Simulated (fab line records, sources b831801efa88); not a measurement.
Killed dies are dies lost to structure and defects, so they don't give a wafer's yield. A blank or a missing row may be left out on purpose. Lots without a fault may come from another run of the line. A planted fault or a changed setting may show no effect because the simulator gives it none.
fab line records | flow sky130
record lots=6 wafers=18 last_day=49
route steps=708 shown PWDE@52 NWELL@56 PAD_OPEN@708
lots that met no fault: from a run of the same line without faults
start_h: hours from the record's first day to the start of the lot's first wafer shown | wait_h: hours since the lot's step before | " the same as in the row above | L1.1+2: a row that stands for several wafers | - no value, or no start given | * or withheld: withheld | < > ~ a bound
route shown NAME@n: a module of which the file shows steps, and the number in the route of the first | usual: mean/standard deviation of fault-free wafers | same: alike in all rows | chamber/n: place in a boat | sites: the reading at each site | _std_site: their standard deviation | _edge_site: outer sites' mean less inner sites' | radius_mm: how far each site lies from the wafer's centre | mask NAME#n: copy n | behind: the tool/chamber that last shaped the wafer | hold: why the lot was held/for how many hours/how that ended | device: the transistor (n, p or np) that didn't switch | end of line: the same wafers' tests at the end of the route | a step without rows: its recipe alone | killed: dies lost to structure and defects at the first sort, not the wafer's yield | map: a wafer's dies, x killed, . not, _ none there
set.NAME: the setting as run; set.NAME@STEP: as run at that earlier step | model.NAME: the simulator's own value behind a step, which no gauge read
lots at some steps of the route; a table a step, a row a wafer
services: from which hour (start_h, from the record's first day; less than 0 if before it) a tool's chamber was out of use, for how many hours, and why
## steps
# step SKY_PWDE_OVL_MEAS_07
# usual PWDE_OVL=0.4/1.4
# columns lot.wafer tool chamber start_h wait_h PWDE_OVL[nm]
L534.1 overlay-01 - 68.33 - -0.8
L534.3 " - " " -3.4
L534.4 " - " " 1.2
L543.2 overlay-02 - 115.52 - 0.8
L543.4 " - " " 1.7
L543.6 " - " " 1.1
L548.3 overlay-01 - 148.27 - 1.9
L548.4 " - " " -1.5
L548.6 " - " " 0.6
L549.1 overlay-02 - 151.13 - -0.7
L549.3 " - " " 0.8
L549.5 " - " " 0.0
L550.3 overlay-02 - 157.56 - 0.4
L550.5 " - " " 1.2
L550.6 " - " " 0.5
L554.2 overlay-01 - 183.30 - 0.9
L554.3 " - " " 0.0
L554.4 " - " " 0.2
# step SKY_PWDE_IMPLANT_08
# recipe species=B energy_kev=150 dose_cm2=3.6e+12 tilt_deg=withheld
# step SKY_PWDE_STRIP_09
# recipe chemistry=O2/N2 power_w=1400 pressure_mtorr=1500 platen_temp_c=withheld o2_flow_sccm=3000 n2_flow_sccm=300 overash_fraction=0.5
# usual drypump_motor_current_A=5.68/0.25 o2_flow_sccm=3001/9.5 oes_product_au=0.722/0.0043 strip_time_to_endpoint_s=36.96/0.12
# columns lot.wafer tool chamber start_h wait_h drypump_motor_current_A o2_flow_sccm oes_product_au rf_hours_counter_h strip_time_to_endpoint_s
L534.1 plasma_asher-04 0 68.51 0.1 5.71 3011 0.716 37 37.08
L534.3 " 1 " " 5.24 3018 0.728 - 36.97
L534.4 " 0 " " 5.74 3015 0.727 - 37.05
L543.2 plasma_asher-03 1 115.70 0.1 5.92 3014 0.724 30 36.80
L543.4 " 0 " " 5.95 2991 0.727 - 36.84
L543.6 " 1 " " 5.92 3002 0.728 - 36.77
L548.3 plasma_asher-03 1 148.48 0.1 5.90 3011 0.721 - 37.00
L548.4 " 0 " " 5.98 2995 0.721 - 37.07
L548.6 " 1 " " 5.88 3006 0.728 - 36.87
L549.1 plasma_asher-02 0 151.31 0.1 5.42 2998 0.716 3 37.10
L549.3 " 1 " " 5.56 2991 0.729 - 37.18
L549.5 " 1 " " 5.56 2998 0.719 - 37.15
L550.3 plasma_asher-03 0 157.77 0.1 5.97 2999 0.720 - 36.76
L550.5 " 0 " " 5.97 2997 0.728 - 36.78
L550.6 " 1 " " 5.91 2995 0.729 - 36.79
L554.2 plasma_asher-04 1 183.48 0.1 5.25 3012 0.721 49 36.94
L554.3 " 1 " " 5.26 2994 0.722 - 36.86
L554.4 " 0 " " 5.72 2993 0.725 - 36.77
# step SKY_PWDE_TW_MEAS_10
# usual PWDE_TW=372.5/1.7
# columns lot.wafer tool chamber start_h wait_h PWDE_TW
L534.1 film_metro-01 - 68.61 0.1 375.2
L534.3 " - " " 373.4
L534.4 " - " " 375.7
L543.2 film_metro-03 - 115.81 0.1 370.6
L543.4 " - " " 372.4
L543.6 " - " " 372.1
L548.3 film_metro-01 - 148.57 0.1 374.8
L548.4 " - " " 374.8
L548.6 " - " " 372.7
L549.1 film_metro-04 - 151.41 0.1 373.6
L549.3 " - " " 374.3
L549.5 " - " " 372.4
L550.3 film_metro-03 - 157.85 0.1 370.1
L550.5 " - " " 370.5
L550.6 " - " " 368.5
L554.2 film_metro-04 - 183.59 0.1 371.7
L554.3 " - " " 370.5
L554.4 " - " " 371.2
# step SKY_NWELL_DEHYDRATE_03
# recipe temp_c=200 time_s=60
# step SKY_NWELL_HMDS_04
# recipe prime_time_s=60 prime_temp_c=120
# step SKY_NWELL_COAT_05
# recipe spin_rpm=2000 resist_thk_nm=3000
# step SKY_NWELL_SOFTBAKE_06
# recipe temp_c=110 time_s=withheld
# step SKY_NWELL_EXPOSE_07
# recipe mask_id=NWM na=0.6 source_shape=conventional sigma_outer=0.6 polarization=unpolarized target_cd_nm=840 dose_mj=255
# step SKY_NWELL_PEB_08
# recipe temp_c=115 time_s=withheld
# step SKY_NWELL_DEVELOP_09
# recipe wall_angle_deg=90 developer=TMAH develop_time_s=60 dev_temp_c=23
# step SKY_NWELL_OVL_MEAS_10
# usual NWELL_00_OVL=-0.4/1.5
# columns lot.wafer tool chamber start_h wait_h NWELL_00_OVL[nm]
L534.1 overlay-01 - 85.45 - -0.3
L534.3 " - " " -1.5
L534.4 " - " " -0.3
L543.2 overlay-01 - 135.05 - 0.2
L543.4 " - " " 2.3
L543.6 " - " " 1.5
L548.3 overlay-01 - 168.57 - 1.5
L548.4 " - " " 0.3
L548.6 " - " " -0.6
L549.1 overlay-02 - 171.56 - 0.5
L549.3 " - " " -1.2
L549.5 " - " " -0.4
L550.3 overlay-02 - 178.52 - -1.7
L550.5 " - " " -2.2
L550.6 " - " " -2.3
L554.2 overlay-01 - 204.22 - 0.9
L554.3 " - " " 0.5
L554.4 " - " " 0.0
# step SKY_NWELL_IMPLANT_11
# recipe species=P energy_kev=400 dose_cm2=1.9e+13 tilt_deg=withheld
# usual dose_ions_cm2=1.8999e+13/2.1e+10 faraday_current_uA=106.7/1.8
# columns lot.wafer tool chamber start_h wait_h dose_ions_cm2 faraday_current_uA
L534.1 implanter-04 0 85.48 0.0 1.902e+13 107.6
L534.3 " 0 " " 1.9023e+13 107.8
L534.4 " 0 " " 1.9002e+13 104.4
L543.2 implanter-02 0 135.11 0.0 1.8992e+13 107.4
L543.4 " 0 " " 1.905e+13 106.5
L543.6 " 0 " " 1.9005e+13 103.4
L548.3 implanter-04 0 168.65 0.1 1.9027e+13 104.6
L548.4 " 0 " " 1.8979e+13 106.8
L548.6 " 0 " " 1.9016e+13 105.3
L549.1 implanter-02 0 171.60 0.0 1.7958e+13 101.2
L549.3 " 0 " " 1.7975e+13 101.2
L549.5 " 0 " " 1.7942e+13 97.9
L550.3 implanter-02 0 178.60 0.1 1.7954e+13 101.2
L550.5 " 0 " " 1.7988e+13 103.0
L550.6 " 0 " " 1.7946e+13 98.8
L554.2 implanter-04 0 204.27 0.0 1.8985e+13 109.3
L554.3 " 0 " " 1.8988e+13 104.7
L554.4 " 0 " " 1.9009e+13 109.1
# step SKY_NWELL_IMPLANT_12
# recipe species=P energy_kev=120 dose_cm2=1.3e+12 tilt_deg=withheld
# step SKY_NWELL_IMPLANT_13
# recipe species=P energy_kev=50 dose_cm2=7e+11 tilt_deg=withheld
# step SKY_NWELL_STRIP_14
# recipe chemistry=O2/N2 power_w=1400 pressure_mtorr=1500 platen_temp_c=withheld o2_flow_sccm=3000 n2_flow_sccm=300 overash_fraction=0.5
# usual drypump_motor_current_A=5.70/0.28 o2_flow_sccm=3001/9 oes_product_au=0.722/0.0048 strip_time_to_endpoint_s=36.92/0.1
# columns lot.wafer tool chamber start_h wait_h drypump_motor_current_A o2_flow_sccm oes_product_au rf_hours_counter_h strip_time_to_endpoint_s
L534.1 plasma_asher-04 1 85.93 0.1 5.25 2990 0.726 39 36.87
L534.3 " 1 " " 5.28 3001 0.727 - 36.92
L534.4 " 0 " " 5.72 2995 0.724 - 37.00
L543.2 plasma_asher-01 1 135.53 0.1 5.98 2977 0.723 48 36.93
L543.4 " 0 " " 5.55 2996 0.726 - 36.93
L543.6 " 1 " " 5.99 2983 0.728 - 36.97
L548.3 plasma_asher-01 0 169.08 0.1 5.56 3000 0.729 - 36.92
L548.4 " 1 " " 6.06 3005 0.730 - 36.85
L548.6 " 1 " " 6.03 2991 0.720 - 36.91
L549.1 plasma_asher-01 1 172.05 0.1 6.05 2998 0.722 52 37.06
L549.3 " 1 " " 6.04 3004 0.714 - 37.03
L549.5 " 1 " " 6.02 3010 0.719 - 36.99
L550.3 plasma_asher-04 0 179.03 0.1 5.77 3000 0.718 - 36.86
L550.5 " 0 " " 5.76 3009 0.718 - 36.96
L550.6 " 1 " " 5.27 3004 0.723 - 36.75
L554.2 plasma_asher-04 1 204.70 0.1 5.25 2998 0.722 51 36.74
L554.3 " 0 " " 5.72 3002 0.713 - 36.79
L554.4 " 1 " " 5.26 3004 0.719 - 36.67
# step SKY_NWELL_TW_MEAS_15
# usual NWELL_TW=1812/7.3
# columns lot.wafer tool chamber start_h wait_h NWELL_TW
L534.1 film_metro-01 - 86.03 0.1 1809
L534.3 " - " " 1817
L534.4 " - " " 1815
L543.2 film_metro-03 - 135.64 0.1 1809
L543.4 " - " " 1813
L543.6 " - " " 1810
L548.3 film_metro-04 - 169.17 0.1 1818
L548.4 " - " " 1815
L548.6 " - " " 1820
L549.1 film_metro-03 - 172.15 0.1 1783
L549.3 " - " " 1793
L549.5 " - " " 1786
L550.3 film_metro-03 - 179.12 0.1 1788
L550.5 " - " " 1791
L550.6 " - " " 1783
L554.2 film_metro-01 - 204.81 0.1 1809
L554.3 " - " " 1815
L554.4 " - " " 1803
# step SKY_NWELL_DEHYDRATE_16
# recipe temp_c=200 time_s=60
# step SKY_NWELL_HMDS_17
# recipe prime_time_s=60 prime_temp_c=120
# step SKY_NWELL_COAT_18
# recipe spin_rpm=2000 resist_thk_nm=3000
# step SKY_NWELL_SOFTBAKE_19
# recipe temp_c=110 time_s=withheld
# step SKY_NWELL_EXPOSE_20
# recipe mask_id=NWM_COMPLEMENT na=0.6 source_shape=conventional sigma_outer=0.6 polarization=unpolarized target_cd_nm=840 dose_mj=260
# step SKY_NWELL_PEB_21
# recipe temp_c=115 time_s=withheld
# step SKY_NWELL_DEVELOP_22
# recipe wall_angle_deg=90 developer=TMAH develop_time_s=60 dev_temp_c=23
# step SKY_NWELL_OVL_MEAS_23
# usual NWELL_01_OVL=0.1/1.3
# columns lot.wafer tool chamber start_h wait_h NWELL_01_OVL[nm]
L534.1 overlay-02 - 103.21 - -1.1
L534.3 " - " " -1.1
L534.4 " - " " 0.0
L543.2 overlay-01 - 154.70 - 0.4
L543.4 " - " " -0.3
L543.6 " - " " 1.8
L548.3 overlay-01 - 190.11 - 1.1
L548.4 " - " " 3.5
L548.6 " - " " 2.8
L549.1 overlay-02 - 193.15 - -0.3
L549.3 " - " " -0.4
L549.5 " - " " 0.0
L550.3 overlay-02 - 199.91 - -0.5
L550.5 " - " " -0.7
L550.6 " - " " -0.2
L554.2 overlay-02 - 227.22 - -0.2
L554.3 " - " " 0.3
L554.4 " - " " -0.1
# step SKY_NWELL_IMPLANT_24
# recipe species=B energy_kev=140 dose_cm2=9.2e+12 tilt_deg=withheld
# step SKY_NWELL_STRIP_25
# recipe chemistry=O2/N2 power_w=1400 pressure_mtorr=1500 platen_temp_c=withheld o2_flow_sccm=3000 n2_flow_sccm=300 overash_fraction=0.5
# usual drypump_motor_current_A=5.69/0.28 o2_flow_sccm=2999/9.3 oes_product_au=0.723/0.0049 strip_time_to_endpoint_s=36.99/0.087
# columns lot.wafer tool chamber start_h wait_h drypump_motor_current_A o2_flow_sccm oes_product_au rf_hours_counter_h strip_time_to_endpoint_s
L534.1 plasma_asher-04 0 103.40 0.1 5.71 2982 0.734 41 36.95
L534.3 " 0 " " 5.74 2976 0.726 - 36.84
L534.4 " 1 " " 5.24 3005 0.727 - 36.86
L543.2 plasma_asher-04 0 154.88 0.1 5.72 3005 0.723 46 36.97
L543.4 " 0 " " 5.74 2996 0.718 - 37.06
L543.6 " 0 " " 5.72 2997 0.731 - 36.94
L548.3 plasma_asher-03 0 190.32 0.1 5.98 3004 0.716 - 36.74
L548.4 " 1 " " 5.91 3000 0.728 - 36.81
L548.6 " 0 " " 5.93 2988 0.726 - 36.86
L549.1 plasma_asher-04 1 193.33 0.1 5.26 2995 0.723 50 36.92
L549.3 " 1 " " 5.26 3013 0.725 - 36.86
L549.5 " 0 " " 5.74 3011 0.725 - 36.95
L550.3 plasma_asher-04 1 200.12 0.1 5.25 2989 0.714 - 36.97
L550.5 " 0 " " 5.76 2993 0.725 - 36.98
L550.6 " 1 " " 5.25 2997 0.718 - 37.03
L554.2 plasma_asher-04 0 227.40 0.1 5.72 3003 0.727 54 36.98
L554.3 " 0 " " 5.75 2999 0.716 - 36.91
L554.4 " 1 " " 5.25 2980 0.725 - 36.86
# step SKY_NWELL_TW_MEAS_26
# usual NWELL_2_TW=495.1/2.2
# columns lot.wafer tool chamber start_h wait_h NWELL_2_TW
L534.1 film_metro-01 - 103.50 0.1 497.1
L534.3 " - " " 495.4
L534.4 " - " " 498.9
L543.2 film_metro-04 - 154.99 0.1 493.3
L543.4 " - " " 496.5
L543.6 " - " " 495.2
L548.3 film_metro-04 - 190.40 0.1 497.2
L548.4 " - " " 496.7
L548.6 " - " " 496.3
L549.1 film_metro-01 - 193.43 0.1 490.8
L549.3 " - " " 495.0
L549.5 " - " " 493.8
L550.3 film_metro-04 - 200.20 0.1 490.8
L550.5 " - " " 493.5
L550.6 " - " " 493.1
L554.2 film_metro-04 - 227.51 0.1 493.8
L554.3 " - " " 492.3
L554.4 " - " " 491.4
# step SKY_NWELL_CLEAN_27
# recipe chemistry=SC1/SC2 mix=1:4:20 temp_c=70 time_s=150 dry=n2_spin
# step SKY_NWELL_RTA_28
# recipe temp_c=1050 time_s=30 idle_temp_c=650 ramp_up_c_per_s=150 ramp_down_c_per_s=90 ambient=N2
# usual lamp_power_pct=25.31/0.053 wafer_temp_C_max=1054.8/1
# same time_s=30
# columns lot.wafer tool chamber start_h wait_h lamp_power_pct wafer_temp_C_max
L534.1 rtp_anneal-02 0 103.61 0.0 25.32 1055.5
L534.3 " 0 " " 25.34 1054.3
L534.4 " 0 " " 25.34 1055.0
L543.2 rtp_anneal-01 0 155.12 0.0 25.38 1054.5
L543.4 " 0 " " 25.20 1054.4
L543.6 " 0 " " 25.33 1056.8
L548.3 rtp_anneal-02 0 190.53 0.0 25.35 1054.9
L548.4 " 0 " " 25.32 1055.2
L548.6 " 0 " " 25.33 1053.8
L549.1 rtp_anneal-01 0 193.54 0.0 25.32 1054.1
L549.3 " 0 " " 25.29 1053.7
L549.5 " 0 " " 25.36 1055.8
L550.3 rtp_anneal-02 0 200.33 0.0 25.25 1055.3
L550.5 " 0 " " 25.37 1054.9
L550.6 " 0 " " 25.14 1055.3
L554.2 rtp_anneal-01 0 227.62 0.0 25.26 1055.7
L554.3 " 0 " " 25.34 1054.4
L554.4 " 0 " " 25.31 1056.1
# step SKY_NWELL_RS_MEAS_29
# recipe thk_meas_gauge=four-point-probe
# usual NWELL_RS=624.9/1.7
# columns lot.wafer tool chamber start_h wait_h NWELL_RS[ohm/sq]
L534.1 film_metro-01 - 103.71 0.1 623.0
L534.3 " - " " 621.0
L534.4 " - " " 622.4
L543.2 film_metro-04 - 155.22 0.1 625.8
L543.4 " - " " 626.9
L543.6 " - " " 626.2
L548.3 film_metro-03 - 190.64 0.1 625.5
L548.4 " - " " 623.9
L548.6 " - " " 624.2
L549.1 film_metro-04 - 193.64 0.1 643.7
L549.3 " - " " 642.0
L549.5 " - " " 645.5
L550.3 film_metro-03 - 200.43 0.1 642.9
L550.5 " - " " 643.9
L550.6 " - " " 643.6
L554.2 film_metro-01 - 227.73 0.1 620.7
L554.3 " - " " 621.7
L554.4 " - " " 621.3
# step SKY_PAD_OPEN_PROBE_99
# usual killed_at_M0_to_M3=44/6 killed_at_M4_up=2.9/1.5 killed_at_contacts=24/4.9 killed_at_front_end=16/4.3 killed_at_other=0.3/0.54 killed_dies=87/8.7 killed_on_rim=17/3.6 killed_open=48/6.7 killed_short=39/5.9
# same gross_dies=492 killed_at_back_side=0
# columns lot.wafer tool chamber start_h wait_h killed_at_M0_to_M3 killed_at_M4_up killed_at_contacts killed_at_front_end killed_at_other killed_dies killed_on_rim killed_open killed_short
L534.1 prober-02 - 1081.63 0.1 35 1 19 12 0 67 10 29 38
L534.3 prober-02 - 1081.73 0.2 50 6 24 16 0 96 16 57 39
L534.4 prober-02 - 1081.78 0.2 40 1 23 21 0 85 19 44 41
L548.4 prober-02 - 1153.97 0.2 38 7 34 19 0 98 19 56 42
L548.6 prober-02 - 1154.07 0.2 49 2 18 18 1 88 22 47 40
L549.1 prober-01 - 1157.41 0.1 48 2 21 16 0 87 17 50 37
L550.3 prober-02 - 1165.47 0.2 41 2 26 14 1 84 19 50 34
L550.5 prober-02 - 1165.57 0.2 54 3 25 10 1 93 18 43 50
L550.6 prober-02 - 1165.62 0.2 46 3 22 11 0 82 21 47 35
L554.2 prober-02 - 1187.43 0.1 44 4 22 19 1 90 16 52 36
L554.3 prober-02 - 1187.48 0.2 35 1 20 18 0 74 12 43 31
L554.4 prober-02 - 1187.53 0.2 47 4 22 16 0 89 21 48 38
# killed by level:class
L534.1 VIA1:geometric_particle:open=8 METAL2:geometric_particle:short=6 VIA2:geometric_particle:open=6 LI_CONTACT:geometric_particle:open=5 LOCAL_INTERCONNECT:geometric_particle:short=5 VIA1:geometric_particle:short=5 CONTACT:geometric_particle:short=4 CONTACT:geometric_particle:open=4
L534.3 VIA1:geometric_particle:open=17 VIA1:geometric_particle:short=9 CONTACT:geometric_particle:open=9 VIA2:geometric_particle:open=9 LI_CONTACT:geometric_particle:open=7 POLY_GATE:geometric_particle:open=6 POLY_GATE:geometric_particle:short=4 FIELD_ISO:geometric_particle:short=3
L534.4 CONTACT:geometric_particle:open=12 VIA1:geometric_particle:open=9 VIA1:geometric_particle:short=7 FIELD_ISO:geometric_particle:short=6 VIA2:geometric_particle:open=5 FIELD_ISO:geometric_particle:open=4 POLY_GATE:geometric_particle:open=4 CONTACT:geometric_particle:short=4
L548.4 CONTACT:geometric_particle:open=15 CONTACT:geometric_particle:short=7 METAL2:geometric_particle:short=7 VIA1:geometric_particle:open=7 POLY_GATE:geometric_particle:open=6 VIA3:geometric_particle:open=6 LOCAL_INTERCONNECT:geometric_particle:open=5 VIA2:geometric_particle:open=5
L548.6 VIA3:geometric_particle:open=7 POLY_GATE:geometric_particle:short=6 LI_CONTACT:geometric_particle:open=6 CONTACT:geometric_particle:open=6 METAL1:geometric_particle:short=6 VIA1:geometric_particle:open=6 VIA2:geometric_particle:open=6 METAL2:geometric_particle:short=5
L549.1 VIA1:geometric_particle:open=13 CONTACT:geometric_particle:open=8 POLY_GATE:geometric_particle:short=8 LI_CONTACT:geometric_particle:open=8 VIA1:geometric_particle:short=7 VIA2:geometric_particle:open=6 VIA3:geometric_particle:open=5 POLY_GATE:geometric_particle:open=4
L550.3 VIA1:geometric_particle:open=11 LI_CONTACT:geometric_particle:open=9 CONTACT:geometric_particle:open=8 VIA1:geometric_particle:short=8 VIA3:geometric_particle:open=7 FIELD_ISO:geometric_particle:open=5 CONTACT:geometric_particle:short=5 VIA3:geometric_particle:short=5
L550.5 VIA1:geometric_particle:open=9 CONTACT:geometric_particle:short=8 CONTACT:geometric_particle:open=8 METAL1:geometric_particle:short=7 METAL2:geometric_particle:short=7 METAL3:geometric_particle:short=7 VIA2:geometric_particle:open=6 VIA3:geometric_particle:open=5
L550.6 VIA1:geometric_particle:open=12 CONTACT:geometric_particle:open=7 VIA2:geometric_particle:open=7 VIA1:geometric_particle:short=7 VIA3:geometric_particle:open=7 LI_CONTACT:geometric_particle:open=6 CONTACT:geometric_particle:short=4 METAL1:geometric_particle:short=4
L554.2 VIA1:geometric_particle:open=12 METAL2:geometric_particle:short=8 POLY_GATE:geometric_particle:open=7 CONTACT:geometric_particle:short=7 VIA3:geometric_particle:open=7 VIA2:geometric_particle:open=7 CONTACT:geometric_particle:open=6 LI_CONTACT:geometric_particle:open=5
L554.3 CONTACT:geometric_particle:open=10 VIA3:geometric_particle:open=7 FIELD_ISO:geometric_particle:open=5 METAL2:geometric_particle:short=5 VIA2:geometric_particle:open=5 FIELD_ISO:geometric_particle:short=4 POLY_GATE:geometric_particle:open=4 LI_CONTACT:geometric_particle:open=4
L554.4 VIA1:geometric_particle:open=11 CONTACT:geometric_particle:open=10 VIA2:geometric_particle:open=8 METAL1:geometric_particle:short=6 FIELD_ISO:geometric_particle:open=5 CONTACT:geometric_particle:short=5 VIA3:geometric_particle:open=5 POLY_GATE:geometric_particle:short=4
## services
# columns tool chamber start_h hours kind
plasma_asher-03 - 56.05 15.6 pm
rtp_anneal-01 - 65.20 1.2 pm
plasma_asher-02 - 108.75 9.0 pm
plasma_asher-02 0 108.75 9.0 vent_cycle
plasma_asher-02 1 108.75 9.0 vent_cycle
implanter-02 - 109.46 4.2 repair
implanter-04 - 115.29 1.3 repair
plasma_asher-02 0 117.75 - clean
plasma_asher-02 1 117.75 - clean
implanter-02 - 127.31 3.2 pm
implanter-02 - 148.26 2.1 repair
plasma_asher-04 - 157.24 3.4 repair
plasma_asher-02 - 163.06 2.0 repair
plasma_asher-03 - 169.87 14.6 pm
rtp_anneal-02 - 214.83 49.5 pm
## key
first_sign step=SKY_NWELL_IMPLANT_11 reading=dose_ions_cm2 direction=down sigmas=50 usual=* struck=*
effect step=SKY_NWELL_IMPLANT_11 reading=faraday_current_uA direction=down sigmas=3.4 usual=106.7 struck=100.6
effect step=SKY_NWELL_TW_MEAS_15 reading=NWELL_TW direction=down sigmas=3.4 usual=1812 struck=1787
effect step=SKY_NWELL_RS_MEAS_29 reading=NWELL_RS direction=up sigmas=11 usual=624.9 struck=643.6
met_at SKY_NWELL_IMPLANT_11
struck_wafers L549.1,L549.3,L549.5,L550.3,L550.5,L550.6
tester_left_out L549,L550
onset_between 135.11 171.60
fault kind=process_parameter_drift tool=implanter-02 chamber=- onset_h=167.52 steps=SKY_NWELL_IMPLANT_11 channel=dose_cm2 offset=* shape=step end_h=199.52 acts_in=* stated=*
# tester_left_out: of these lots the tester's yield and bins aren't shown, on N5 and GAA mostly nor the transistor test; their killed dies are dies lost to structure and defects alone, not to doping, threshold or leakage, so they don't give the yield
